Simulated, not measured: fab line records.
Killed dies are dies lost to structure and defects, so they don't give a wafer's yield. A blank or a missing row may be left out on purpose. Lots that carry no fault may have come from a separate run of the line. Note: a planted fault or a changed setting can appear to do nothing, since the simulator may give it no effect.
Which tool is to blame? / flow sky130 / 72 wafers from 24 lots sampled at 4 of the route's 708 steps

== WHAT THE GAUGES READ, wafer by wafer ==
SKY_CONTACT_THK_MEAS_03.
lot=L074; measured=day 30 01:04; on=film metro-03; CONTACT_HDPCVD_THK (nm)=561 562 558
lot=L075; measured=day 30 11:22; on=film metro-02; CONTACT_HDPCVD_THK (nm)=561 553 556
lot=L076; measured=day 31 20:08; on=film metro-02; CONTACT_HDPCVD_THK (nm)=559 562 568
lot=L078; measured=day 31 22:01; on=film metro-01; CONTACT_HDPCVD_THK (nm)=569 567 571
lot=L077; measured=day 31 22:41; on=film metro-03; CONTACT_HDPCVD_THK (nm)=563 556 558
lot=L079; measured=day 32 00:32; on=film metro-03; CONTACT_HDPCVD_THK (nm)=556 562 558
lot=L080; measured=day 32 08:23; on=film metro-01; CONTACT_HDPCVD_THK (nm)=562 558 562
lot=L081; measured=day 33 05:10; on=film metro-01; CONTACT_HDPCVD_THK (nm)=559 566 560
lot=L082; measured=day 33 06:02; on=film metro-02; CONTACT_HDPCVD_THK (nm)=567 566 576
lot=L083; measured=day 33 09:20; on=film metro-03; CONTACT_HDPCVD_THK (nm)=566 568 568
lot=L084; measured=day 33 14:51; on=film metro-01; CONTACT_HDPCVD_THK (nm)=564 563 566
lot=L085; measured=day 33 22:56; on=film metro-03; CONTACT_HDPCVD_THK (nm)=569 562 566
lot=L086; measured=day 34 03:39; on=film metro-01; CONTACT_HDPCVD_THK (nm)=565 563 557
lot=L087; measured=day 34 17:14; on=film metro-02; CONTACT_HDPCVD_THK (nm)=568 565 564
lot=L088; measured=day 35 01:37; on=film metro-01; CONTACT_HDPCVD_THK (nm)=574 567 577
lot=L089; measured=day 35 08:59; on=film metro-02; CONTACT_HDPCVD_THK (nm)=568 569 563
lot=L090; measured=day 35 17:00; on=film metro-03; CONTACT_HDPCVD_THK (nm)=582 581 581
lot=L091; measured=day 36 01:38; on=film metro-01; CONTACT_HDPCVD_THK (nm)=570 573 569
lot=L092; measured=day 36 03:11; on=film metro-01; CONTACT_HDPCVD_THK (nm)=567 572 573
lot=L093; measured=day 36 21:23; on=film metro-03; CONTACT_HDPCVD_THK (nm)=566 566 567
lot=L094; measured=day 36 22:42; on=film metro-03; CONTACT_HDPCVD_THK (nm)=567 563 569
lot=L095; measured=day 37 05:47; on=film metro-01; CONTACT_HDPCVD_THK (nm)=560 570 568
lot=L097; measured=day 38 17:43; on=film metro-03; CONTACT_HDPCVD_THK (nm)=560 560 568
lot=L096; measured=day 38 20:09; on=film metro-02; CONTACT_HDPCVD_THK (nm)=562 564 570

SKY_METAL2_THK_MEAS_06: measures by xrf.
lot=L074; measured=day 33 16:03; on=film metro-01; METAL2_ALCU_THK (nm)=246.0 248.6 247.2
lot=L075; measured=day 34 01:12; on=film metro-03; METAL2_ALCU_THK (nm)=242.0 243.9 240.5
lot=L076; measured=day 35 09:19; on=film metro-03; METAL2_ALCU_THK (nm)=243.8 244.5 246.9
lot=L078; measured=day 35 10:47; on=film metro-03; METAL2_ALCU_THK (nm)=245.7 248.0 250.4
lot=L077; measured=day 35 12:40; on=film metro-03; METAL2_ALCU_THK (nm)=243.1 242.8 240.1
lot=L079; measured=day 35 13:37; on=film metro-01; METAL2_ALCU_THK (nm)=242.8 241.9 243.0
lot=L080; measured=day 35 21:33; on=film metro-01; METAL2_ALCU_THK (nm)=244.8 240.2 240.9
lot=L081; measured=day 36 17:37; on=film metro-04; METAL2_ALCU_THK (nm)=249.6 247.0 247.2
lot=L082; measured=day 36 18:25; on=film metro-03; METAL2_ALCU_THK (nm)=244.5 248.6 247.0
lot=L083; measured=day 36 21:33; on=film metro-04; METAL2_ALCU_THK (nm)=246.7 245.1 247.0
lot=L084; measured=day 37 02:11; on=film metro-01; METAL2_ALCU_THK (nm)=244.4 245.6 244.2
lot=L085; measured=day 37 13:08; on=film metro-03; METAL2_ALCU_THK (nm)=245.4 245.4 243.3
lot=L086; measured=day 37 15:25; on=film metro-03; METAL2_ALCU_THK (nm)=243.2 242.7 246.3
lot=L087; measured=day 38 05:27; on=film metro-03; METAL2_ALCU_THK (nm)=241.7 240.2 240.2
lot=L088; measured=day 38 13:32; on=film metro-03; METAL2_ALCU_THK (nm)=249.7 250.1 249.7
lot=L089; measured=day 38 20:31; on=film metro-04; METAL2_ALCU_THK (nm)=248.9 247.2 251.3
lot=L090; measured=day 39 03:17; on=film metro-03; METAL2_ALCU_THK (nm)=244.3 245.5 242.8
lot=L091; measured=day 39 11:54; on=film metro-04; METAL2_ALCU_THK (nm)=246.5 244.9 245.6
lot=L092; measured=day 39 13:05; on=film metro-01; METAL2_ALCU_THK (nm)=245.4 244.0 245.3
lot=L093; measured=day 40 05:59; on=film metro-04; METAL2_ALCU_THK (nm)=250.7 250.5 250.6
lot=L094; measured=day 40 08:53; on=film metro-03; METAL2_ALCU_THK (nm)=240.9 242.7 244.1
lot=L095; measured=day 40 14:53; on=film metro-03; METAL2_ALCU_THK (nm)=244.7 245.4 247.0
lot=L097; measured=day 42 00:11; on=film metro-03; METAL2_ALCU_THK (nm)=241.2 243.8 248.0
lot=L096; measured=day 42 02:44; on=film metro-03; METAL2_ALCU_THK (nm)=246.8 245.8 242.1

SKY_CAPM_THK_MEAS_01.
lot=L074; measured=day 35 23:30; on=film metro-04; CAPM_CVD_00_THK (nm)=15.49 15.32 15.37
lot=L075; measured=day 36 09:14; on=film metro-02; CAPM_CVD_00_THK (nm)=15.20 15.70 15.44
lot=L076; measured=day 37 16:35; on=film metro-03; CAPM_CVD_00_THK (nm)=15.50 15.37 15.89
lot=L078; measured=day 37 18:17; on=film metro-03; CAPM_CVD_00_THK (nm)=15.80 15.60 15.68
lot=L077; measured=day 37 20:02; on=film metro-02; CAPM_CVD_00_THK (nm)=15.62 15.52 15.66
lot=L079; measured=day 37 21:11; on=film metro-03; CAPM_CVD_00_THK (nm)=15.70 15.56 15.66
lot=L080; measured=day 38 04:59; on=film metro-03; CAPM_CVD_00_THK (nm)=15.40 15.42 15.80
lot=L081; measured=day 39 00:13; on=film metro-03; CAPM_CVD_00_THK (nm)=15.49 15.57 15.65
lot=L082; measured=day 39 00:23; on=film metro-02; CAPM_CVD_00_THK (nm)=15.73 15.79 15.94
lot=L083; measured=day 39 03:47; on=film metro-03; CAPM_CVD_00_THK (nm)=15.64 15.56 15.87
lot=L084; measured=day 39 09:46; on=film metro-02; CAPM_CVD_00_THK (nm)=15.58 15.31 15.80
lot=L085; measured=day 39 19:49; on=film metro-02; CAPM_CVD_00_THK (nm)=15.58 15.31 15.94
lot=L086; measured=day 39 21:43; on=film metro-03; CAPM_CVD_00_THK (nm)=15.38 15.54 15.56
lot=L087; measured=day 40 10:28; on=film metro-02; CAPM_CVD_00_THK (nm)=15.07 15.86 15.51
lot=L088; measured=day 40 18:11; on=film metro-04; CAPM_CVD_00_THK (nm)=15.39 15.71 15.29
lot=L089; measured=day 41 00:43; on=film metro-02; CAPM_CVD_00_THK (nm)=15.21 15.72 15.52
lot=L090; measured=day 41 07:38; on=film metro-02; CAPM_CVD_00_THK (nm)=15.77 15.67 15.70
lot=L091; measured=day 41 15:44; on=film metro-03; CAPM_CVD_00_THK (nm)=15.27 15.33 15.50
lot=L092; measured=day 41 16:24; on=film metro-02; CAPM_CVD_00_THK (nm)=15.54 15.79 15.82
lot=L093; measured=day 42 10:20; on=film metro-03; CAPM_CVD_00_THK (nm)=15.19 15.43 15.76
lot=L094; measured=day 42 11:52; on=film metro-02; CAPM_CVD_00_THK (nm)=15.55 15.60 15.65
lot=L095; measured=day 42 16:48; on=film metro-04; CAPM_CVD_00_THK (nm)=15.53 15.46 15.74
lot=L097; measured=day 44 00:59; on=film metro-02; CAPM_CVD_00_THK (nm)=15.37 15.69 15.65
lot=L096; measured=day 44 04:29; on=film metro-04; CAPM_CVD_00_THK (nm)=15.82 15.86 15.78

== EACH LOT AND THE TOOL THAT RAN IT (in order: tool; ch and the chambers of the sampled wafers; start) ==
lot=L074; SKY_CONTACT_CMP_27=cmp-02 ch 1,2,3, day 31 06:27
lot=L075; SKY_CONTACT_CMP_27=cmp-01 ch 2,3, day 31 16:22
lot=L076; SKY_CONTACT_CMP_27=cmp-01 ch 0,1,3, day 33 02:01
lot=L078; SKY_CONTACT_CMP_27=cmp-01 ch 0,1,3, day 33 02:56
lot=L077; SKY_CONTACT_CMP_27=cmp-02 ch 0,2,3, day 33 04:04
lot=L079; SKY_CONTACT_CMP_27=cmp-01 ch 1,2, day 33 05:20
lot=L080; SKY_CONTACT_CMP_27=cmp-02 ch 0,2,3, day 33 12:45
lot=L081; SKY_CONTACT_CMP_27=cmp-02 ch 1,3, day 34 08:42
lot=L082; SKY_CONTACT_CMP_27=cmp-02 ch 2,3, day 34 10:06
lot=L083; SKY_CONTACT_CMP_27=cmp-02 ch 2,3, day 34 13:35
lot=L084; SKY_CONTACT_CMP_27=cmp-02 ch 0,2,3, day 34 17:48
lot=L085; SKY_CONTACT_CMP_27=cmp-01 ch 0,1,2, day 35 04:50
lot=L086; SKY_CONTACT_CMP_27=cmp-01 ch 2,3, day 35 06:52
lot=L087; SKY_CONTACT_CMP_27=cmp-01 ch 0,1, day 35 21:17
lot=L088; SKY_CONTACT_CMP_27=cmp-02 ch 0,1,2, day 36 05:31
lot=L089; SKY_CONTACT_CMP_27=cmp-01 ch 1,2, day 36 12:57
lot=L090; SKY_CONTACT_CMP_27=cmp-01 ch 1,2,3, day 36 20:41
lot=L091; SKY_CONTACT_CMP_27=cmp-02 ch 1,2,3, day 37 05:06
lot=L092; SKY_CONTACT_CMP_27=cmp-02 ch 0,1, day 37 06:49
lot=L093; SKY_CONTACT_CMP_27=cmp-01 ch 0,3, day 38 00:58
lot=L094; SKY_CONTACT_CMP_27=cmp-01 ch 0,1,3, day 38 02:37
lot=L095; SKY_CONTACT_CMP_27=cmp-02 ch 1,2, day 38 09:08
lot=L097; SKY_CONTACT_CMP_27=cmp-01 ch 0,2,3, day 39 20:37
lot=L096; SKY_CONTACT_CMP_27=cmp-01 ch 0,3, day 39 22:40
- SKY_CONTACT_CMP_27: polishes, stops on SiO2, t overpolish 15 s, target thk 0 nm.

== AS READ BY THE TOOLS THEMSELVES (means over the sampled wafers that have a number; for cases with no such wafer, the mark the record gives instead) ==
SKY_CONTACT_CMP_27.
lot=L074; tool=cmp-02; motor current A (A)=11.7; overpolish run s (s)=15.007; time to endpoint s (s)=84
lot=L075; tool=cmp-01; motor current A (A)=11.1; overpolish run s (s)=15.004; time to endpoint s (s)=82
lot=L076; tool=cmp-01; motor current A (A)=11.5; overpolish run s (s)=15.008; time to endpoint s (s)=80
lot=L078; tool=cmp-01; motor current A (A)=11.3; overpolish run s (s)=14.997; time to endpoint s (s)=80
lot=L077; tool=cmp-02; motor current A (A)=11.7; overpolish run s (s)=14.995; time to endpoint s (s)=86
lot=L079; tool=cmp-01; motor current A (A)=12.1; overpolish run s (s)=15.011; time to endpoint s (s)=81
lot=L080; tool=cmp-02; motor current A (A)=12.1; overpolish run s (s)=14.987; time to endpoint s (s)=80
lot=L081; tool=cmp-02; motor current A (A)=10.9; overpolish run s (s)=14.993; time to endpoint s (s)=84
lot=L082; tool=cmp-02; motor current A (A)=12.1; overpolish run s (s)=15.002; time to endpoint s (s)=80
lot=L083; tool=cmp-02; motor current A (A)=12.2; overpolish run s (s)=14.986; time to endpoint s (s)=77
lot=L084; tool=cmp-02; motor current A (A)=11.7; overpolish run s (s)=14.996; time to endpoint s (s)=85
lot=L085; tool=cmp-01; motor current A (A)=12.0; overpolish run s (s)=14.991; time to endpoint s (s)=79
lot=L086; tool=cmp-01; motor current A (A)=11.1; overpolish run s (s)=15.001; time to endpoint s (s)=76
lot=L087; tool=cmp-01; motor current A (A)=12.2; overpolish run s (s)=14.994; time to endpoint s (s)=78
lot=L088; tool=cmp-02; motor current A (A)=10.8; overpolish run s (s)=14.994; time to endpoint s (s)=82
lot=L089; tool=cmp-01; motor current A (A)=12.4; overpolish run s (s)=14.994; time to endpoint s (s)=81
lot=L090; tool=cmp-01; motor current A (A)=11.9; overpolish run s (s)=15.008; time to endpoint s (s)=80
lot=L091; tool=cmp-02; motor current A (A)=11.1; overpolish run s (s)=15.003; time to endpoint s (s)=84
lot=L092; tool=cmp-02; motor current A (A)=10.3; overpolish run s (s)=14.998; time to endpoint s (s)=81
lot=L093; tool=cmp-01; motor current A (A)=10.5; overpolish run s (s)=14.997; time to endpoint s (s)=77
lot=L094; tool=cmp-01; motor current A (A)=11.3; overpolish run s (s)=14.993; time to endpoint s (s)=79
lot=L095; tool=cmp-02; motor current A (A)=11.2; overpolish run s (s)=14.993; time to endpoint s (s)=86
lot=L097; tool=cmp-01; motor current A (A)=11.2; overpolish run s (s)=14.996; time to endpoint s (s)=82
lot=L096; tool=cmp-01; motor current A (A)=10.5; overpolish run s (s)=14.994; time to endpoint s (s)=81

== THE ANSWER, worked out from the rows above alone ==
Rule: usual is defined by the lots themselves. Put in order of their means at a reading, lots are off if they are a third of the lots or fewer, leave a main group of 4 or more, and stand apart from it by a gap of 3 or more times the standard deviation of the main group's means; of several such gaps the widest counts. If all means in a main group match to the digits the tables above print for the reading, that group is not used. A lot without any number at a reading at which 4 lots or more have one is off too. The other lots that the step has rows for count as sound. The gauges are gone through in route order, then the tools' own readings, and for those a lot's mean is taken as printed above. The first step at which some lot is off is used, and at that step the reading that is off furthest; a lot without a number counts as furthest.
No lot is off on any of the readings shown, so nothing can be concluded from this.

== WHAT THE SIMULATOR HAD INSERTED ==
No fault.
